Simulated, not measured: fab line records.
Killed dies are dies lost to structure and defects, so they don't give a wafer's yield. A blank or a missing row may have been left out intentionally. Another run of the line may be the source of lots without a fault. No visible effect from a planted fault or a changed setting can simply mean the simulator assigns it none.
A struck lot beside a sound one | flow sky130 | 20 steps out of a route of 708
Sound: the wafers L688.2, L688.3, L688.6. The struck wafers were L695.1, L695.2, L695.4. Last of all comes the cause.
Order at every step that has rows: each side's tool, ch and its chambers, its first start. Under that, the readings that differ: sound wafers | struck wafers | difference of the means | sigmas: that difference in standard deviations of wafers without a fault.
alike: readings with means less than 2 such deviations apart, plus words and numbers identical on both sides. not compared: withheld readings, readings lacking a value on some wafer, bounds such as >300 that could conceal the same value, and numbers that have no deviation in the record and whose values overlap.
Wherever a step has rows on one side only, a row that says differs or no value, or a row with sigmas, the two part there. Numbers that don't overlap but have no deviation are shown without sigmas and don't part them. A reading that every wafer of one side lacks parts them only if that side has two wafers or more.

SKY_LDD_HVP_OVL_MEAS_07:
  struck on overlay-02, day 25 05:21; sound on overlay-01, day 22 12:25
  alike: LDD_HVP_OVL
then, 1 step without rows for these wafers: SKY_LDD_HVP_IMPLANT_08.
SKY_LDD_HVP_STRIP_09: strips in O2/N2.
  sound on plasma-asher-01 ch 0, day 22 12:36; struck on plasma-asher-01 ch 0,1, day 25 05:32
  reading                      | sound             | struck            | difference | sigmas
  strip-time-to-endpoint-s (s) | 4.136 4.138 4.172 | 4.109 4.102 4.123 | -0.037     | -2
  alike: drypump-motor-current-A, oes-product-au
  not compared: rf-hours-counter-h
SKY_LDD_HVP_TW_MEAS_10:
  struck on film-metro-03, day 25 05:38; sound on film-metro-04, day 22 12:43
  alike: LDD_HVP_TW
then, 7 steps without rows for these wafers: SKY_LDD_LDN_DEHYDRATE_00 (time 60 s); SKY_LDD_LDN_HMDS_01 (prime time 60 s); SKY_LDD_LDN_COAT_02 (resist thk 1140 nm); SKY_LDD_LDN_SOFTBAKE_03 (time 60 s); SKY_LDD_LDN_EXPOSE_04 (exposes mask LDNTM, target cd 700 nm); SKY_LDD_LDN_PEB_05; SKY_LDD_LDN_DEVELOP_06 (develop time 60 s).
SKY_LDD_LDN_OVL_MEAS_07:
  struck on overlay-01, day 26 10:19; sound on overlay-02, day 23 18:41
  alike: LDD_LDN_OVL
SKY_LDD_LDN_IMPLANT_08:
  sound on implanter-03 ch 0, day 23 18:44; struck on implanter-04 ch 0, day 26 10:40
  alike: end-station-pressure-torr, rotation-deg
then, 3 steps without rows for these wafers: SKY_LDD_LDN_IMPLANT_09; SKY_LDD_LDN_IMPLANT_10; SKY_LDD_LDN_IMPLANT_11.
SKY_LDD_LDN_STRIP_12: strips in O2/N2.
  sound on plasma-asher-02 ch 0, day 23 19:19; struck on plasma-asher-03 ch 0,1, day 26 11:33
  alike: drypump-motor-current-A, oes-product-au, strip-time-to-endpoint-s
  not compared: rf-hours-counter-h
SKY_LDD_LDN_TW_MEAS_13:
  struck on film-metro-04, day 26 11:44; sound on film-metro-03, day 23 19:25
  reading    | sound          | struck         | difference | sigmas
  LDD_LDN_TW | 1498 1502 1493 | 1620 1609 1612 | +116       | +13
then, 1 step without rows for these wafers: SKY_LDD_LDN_CLEAN_14 (cleans in SC1/SC2, time 150 s).
-- record jumps: 22 days separate the struck wafers' starts on either side; left off in module LDD_LDN, taken up again in module PAD_OPEN, whose first shown step is the route's number 708 --
SKY_PAD_OPEN_PROBE_99:
  struck on prober-01, day 48 06:53; sound on prober-02, day 46 05:10
  reading                         | sound          | struck         | difference | sigmas
  killed-dies                     | 88 71 67       | 112 100 77     | +21        | +2
  killed-open                     | 34 29 45       | 68 56 49       | +22        | +3
  model.etest.tip-sonos.rs-ohm-sq | 2552 2550 2576 | 2397 2342 2346 | -198       |
  alike: killed_at_M0_to_M3, killed_at_M4_up, killed-at-contacts, killed-at-front-end, killed-at-other, killed-on-rim, killed-short

== WHERE THEY PART ==
First at SKY_LDD_HVP_STRIP_09; last, within this record, at SKY_PAD_OPEN_PROBE_99.

WHY: whatever the simulator had introduced
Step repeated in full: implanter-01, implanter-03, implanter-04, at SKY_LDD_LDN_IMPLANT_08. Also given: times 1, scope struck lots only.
